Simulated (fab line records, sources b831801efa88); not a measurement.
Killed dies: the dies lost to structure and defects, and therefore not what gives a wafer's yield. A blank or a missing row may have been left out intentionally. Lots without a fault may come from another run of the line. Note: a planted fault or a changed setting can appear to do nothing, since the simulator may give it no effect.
Comparing a struck lot with a sound one / flow sky130 / 15 steps out of a route of 708
Sound: the wafers L290.1, L290.3, L290.4. Wafers struck: L296.4, L296.5, L296.6. Last of all comes the cause.
Each step with rows lists, per side, the tool, then ch with its chambers, then its first start. Under that, the readings that differ: sound wafers / struck wafers / difference of the means / sigmas: that difference in standard deviations of wafers without a fault.
alike: readings with means less than 2 such deviations apart, plus words and numbers identical on both sides. not compared: withheld readings, readings lacking a value on some wafer, bounds such as >300 that could conceal the same value, and numbers that have no deviation in the record and whose values overlap.
Wherever a step has rows on one side only, a row that says differs or no value, or a row with sigmas, the two part there. When numbers do not overlap yet have no deviation, they are printed without sigmas and do not part them. Lack of a reading on every wafer of one side parts them only where that side has two or more wafers.

first, 4 steps without rows for these wafers: SKY_VT_ADJUST_NCORE_SOFTBAKE_03 (time 60 s); SKY_VT_ADJUST_NCORE_EXPOSE_04 (exposes mask LVTN COMPLEMENT THIN, target cd 380 nm); SKY_VT_ADJUST_NCORE_PEB_05; SKY_VT_ADJUST_NCORE_DEVELOP_06 (develop time 60 s).
SKY_VT_ADJUST_NCORE_CD_MEAS_07 targets a cd of 380 nm.
  sound on cd_sem-02, day 11 05:47; struck on cd_sem-01, day 13 00:42
  alike: cd_nm
SKY_VT_ADJUST_NCORE_OVL_MEAS_08:
  sound on overlay-01, day 11 05:55; struck on overlay-01, day 13 00:46
  alike: VT_ADJUST_NCORE_OVL
after that, 1 step had no rows for these wafers: SKY_VT_ADJUST_NCORE_IMPLANT_09.
SKY_VT_ADJUST_NCORE_STRIP_10: strips in O2/N2.
  sound on plasma_asher-03 ch 0,1, day 11 06:05; struck on plasma_asher-03 ch 0,1, day 13 00:58
reading=strip_time_to_endpoint_s (s); sound=14.11 14.09 14.13; struck=14.20 14.22 14.18; difference=+0.09; sigmas=+3
  alike: drypump_motor_current_A, oes_product_au
  not compared: rf_hours_counter_h
SKY_VT_ADJUST_NCORE_TW_MEAS_11:
  sound on film_metro-01, day 11 06:11; struck on film_metro-04, day 13 01:04
  alike: VT_ADJUST_NCORE_TW
then, 3 steps without rows for these wafers: SKY_VT_ADJUST_HVTR_DEHYDRATE_00 (time 60 s); SKY_VT_ADJUST_HVTR_HMDS_01 (prime time 60 s); SKY_VT_ADJUST_HVTR_COAT_02 (resist thk 1140 nm).
SKY_VT_ADJUST_HVTR_SOFTBAKE_03: time 60 s.
  sound on litho_track-02 ch 0, day 11 18:08; struck on litho_track-02 ch 0, day 13 14:07
reading=run_length_s (s); sound=89.16 89.04 88.90; struck=99.64 99.82 99.84; difference=+10.73; sigmas=+41
  alike: resist_line_temp_C
then, 1 step without rows for these wafers: SKY_VT_ADJUST_HVTR_EXPOSE_04 (exposes mask HVTRM, target cd 380 nm).
-- record jumps: 36 days separate the struck wafers' starts on either side; left off in module VT_ADJUST_HVTR, taken up again in module PAD_OPEN, whose first shown step is the route's number 708 --
SKY_PAD_OPEN_PROBE_99:
  sound on prober-02, day 48 04:29; struck on prober-01, day 49 21:53
  alike: killed_at_M0_to_M3, killed_at_M4_up, killed_at_contacts, killed_at_front_end, killed_at_other, killed_dies, killed_on_rim, killed_open, killed_short

WHERE THEY PART
First at SKY_VT_ADJUST_NCORE_STRIP_10; last, within this record, at SKY_VT_ADJUST_HVTR_SOFTBAKE_03. Later steps at which nothing parts them and some readings are alike: SKY_PAD_OPEN_PROBE_99.

WHY: what the simulator had put in
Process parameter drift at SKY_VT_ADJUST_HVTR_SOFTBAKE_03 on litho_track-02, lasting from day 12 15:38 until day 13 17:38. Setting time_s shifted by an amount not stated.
